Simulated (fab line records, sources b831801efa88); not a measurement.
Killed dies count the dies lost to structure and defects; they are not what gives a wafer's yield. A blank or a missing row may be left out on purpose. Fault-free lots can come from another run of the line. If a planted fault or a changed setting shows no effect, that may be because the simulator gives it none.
2 desks looking at one fault + flow sky130 + numbers are kept per desk, each desk with only its own; the story behind them comes last

DESK OF THE TOOL OWNER: pvd sputter-01
The tool's own readings at SKY_METAL4_SPUTTER_03 (material Ti, target thk 5 nm, time 3.3 s): means of the sampled wafers that have a number, for each lot that ran on this tool. A lot is out of limits, marked OUT, if its mean lies more than 4 standard deviations from the usual mean; the brackets give that distance.
Columns: A = throttle valve pct at SKY_METAL4_SPUTTER_03, usual 29.8 %
| lot  | first seen here | A    |
|------|-----------------|------|
| L376 | day 41 06:43    | 29.6 |
| L379 | day 41 18:02    | 29.6 |
| L381 | day 42 08:42    | 29.2 |
| L382 | day 42 10:58    | 29.4 |
| L393 | day 45 15:05    | 30.1 |
Result from this desk: across the 5 lots, nothing is out of limits.

METROLOGY DESK
What the gauges read for every lot (on any tool): the sampled wafers with a number, averaged. A lot is out of limits, marked OUT, if its mean lies more than 4 standard deviations from the usual mean; the brackets give that distance.
Columns: A = VIA3_W_RS at SKY_VIA3_RS_MEAS_22, usual 0.289 ohm/sq; B = VIA3_W_THK at SKY_VIA3_THK_MEAS_23, usual 406 nm
| lot  | first seen here | A     | B   |
|------|-----------------|-------|-----|
| L376 | day 41 06:11    | 0.286 | 411 |
| L379 | day 41 17:28    | 0.294 | 400 |
| L381 | day 42 08:08    | 0.288 | 406 |
| L382 | day 42 10:23    | 0.288 | 412 |
| L392 | day 45 06:19    | 0.297 | 399 |
| L393 | day 45 14:32    | 0.285 | 417 |
Result from this desk: across the 6 lots, nothing is out of limits.

TAKEN TOGETHER
Nothing out of limits was seen by the tool owner's desk.
The metrology desk saw nothing out of limits.

WHAT THE SIMULATOR PUT IN
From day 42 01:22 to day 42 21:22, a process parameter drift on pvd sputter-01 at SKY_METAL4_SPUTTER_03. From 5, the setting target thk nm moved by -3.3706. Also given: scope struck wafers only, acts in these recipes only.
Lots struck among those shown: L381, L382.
